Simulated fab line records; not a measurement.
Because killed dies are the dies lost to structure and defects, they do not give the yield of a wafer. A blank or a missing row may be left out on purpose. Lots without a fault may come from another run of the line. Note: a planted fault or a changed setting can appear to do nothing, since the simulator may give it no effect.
Which of the tools did it?    flow sky130    30 wafers from 10 lots sampled at 5 of the route's 708 steps

== WHAT THE GAUGES READ, wafer by wafer ==
SKY_VIA3_RS_MEAS_22: measures by four-point-probe.
lot   measured      on            VIA3_W_RS (ohm/sq)
L354  day 40 09:38  filmMetro-02  0.295 0.295 0.293
L358  day 42 03:12  filmMetro-02  58.914 60.698 59.337
L357  day 42 03:17  filmMetro-03  58.748 58.620 58.113
L359  day 42 07:59  filmMetro-02  56.947 56.230 58.291
L363  day 43 09:02  filmMetro-03  0.299 0.298 0.299
L365  day 44 01:16  filmMetro-02  0.297 0.300 0.283
L366  day 44 15:25  filmMetro-01  0.285 0.282 0.300
L368  day 44 18:43  filmMetro-01  0.300 0.285 0.285
L373  day 46 00:17  filmMetro-02  0.295 0.297 0.294
L374  day 46 03:33  filmMetro-01  0.296 0.284 0.288

== TOOL THAT RAN EACH LOT (tool first, then ch and the chambers of the sampled wafers, then the start) ==
lot   SKY_METAL2_SPUTTER_02        SKY_CAPM_STRIP_14                    SKY_METAL3_ETCH_16                SKY_VIA3_CVD_21
L354  pvdSputter-02, day 34 18:58  plasmaAsher-01 ch 0,1, day 38 04:10  rieMetal-01 ch 0,1, day 39 06:32  cvdW-02 ch 0,1, day 40 09:30
L358  pvdSputter-02, day 36 14:08  plasmaAsher-04 ch 0,1, day 39 23:12  rieMetal-02 ch 0,1, day 41 00:31  cvdW-02 ch 0,1, day 42 03:04
L357  pvdSputter-02, day 36 15:00  plasmaAsher-03 ch 0,1, day 39 23:28  rieMetal-03 ch 0,1, day 41 00:36  cvdW-01 ch 0,1, day 42 03:09
L359  pvdSputter-02, day 36 21:58  plasmaAsher-04 ch 0,1, day 40 04:17  rieMetal-01 ch 0,1, day 41 06:03  cvdW-01 ch 0,1, day 42 07:52
L363  pvdSputter-04, day 38 02:20  plasmaAsher-03 ch 0,1, day 41 07:47  rieMetal-03 ch 0,1, day 42 08:03  cvdW-02 ch 0,1, day 43 08:55
L365  pvdSputter-04, day 38 18:16  plasmaAsher-04 ch 0, day 41 23:29    rieMetal-02 ch 0,1, day 42 23:09  cvdW-02 ch 0,1, day 44 01:08
L366  pvdSputter-04, day 39 11:38  plasmaAsher-01 ch 0,1, day 42 15:46  rieMetal-01 ch 0,1, day 43 14:44  cvdW-02 ch 0,1, day 44 15:18
L368  pvdSputter-01, day 39 16:40  plasmaAsher-03 ch 0,1, day 42 19:04  rieMetal-02 ch 0,1, day 43 17:47  cvdW-02 ch 0,1, day 44 18:35
L373  pvdSputter-02, day 41 00:49  plasmaAsher-03 ch 0,1, day 44 01:37  rieMetal-03 ch 0,1, day 45 00:42  cvdW-01 ch 0,1, day 46 00:10
L374  pvdSputter-04, day 41 02:17  plasmaAsher-01 ch 0,1, day 44 05:32  rieMetal-01 ch 0,1, day 45 04:13  cvdW-02 ch 0,1, day 46 03:26
- SKY_METAL2_SPUTTER_02: material AlCu, target thk 250 nm, time 13.3 s.
- SKY_CAPM_STRIP_14: strips in O2/N2.
- SKY_METAL3_ETCH_16: etches BARC in N2/H2, stops on SiO2, time 88.2 s, target depth 60 nm.
- SKY_VIA3_CVD_21: deposits W, target thk 390 nm, time 117.31 s.

== THE ANSWER, worked out from the rows above alone ==
Rule: the lots themselves supply what counts as usual. Put in order of their means at a reading, lots are off if they are a third of the lots or fewer, leave a main group of 4 or more, and stand apart from it by a gap of 3 or more times the standard deviation of the main group's means; of several such gaps the widest counts. If all means in a main group match to the digits the tables above print for the reading, that group is not used. A lot without any number at a reading at which 4 lots or more have one is off too. The other lots that the step has rows for count as sound.
Off: L358, L357, L359, seen at SKY_VIA3_RS_MEAS_22 (VIA3_W_RS). The main group has a mean of 0.293 ohm/sq with a standard deviation of 0.0033.
If a tool, at a process step before that reading, ran all the lots that are off and no sound lot after the first of them, it fits. Those tools and the gauges at SKY_VIA3_RS_MEAS_22 are tried in the same way. Of those tried, none fits.

== WHAT THE SIMULATOR HAD INSERTED ==
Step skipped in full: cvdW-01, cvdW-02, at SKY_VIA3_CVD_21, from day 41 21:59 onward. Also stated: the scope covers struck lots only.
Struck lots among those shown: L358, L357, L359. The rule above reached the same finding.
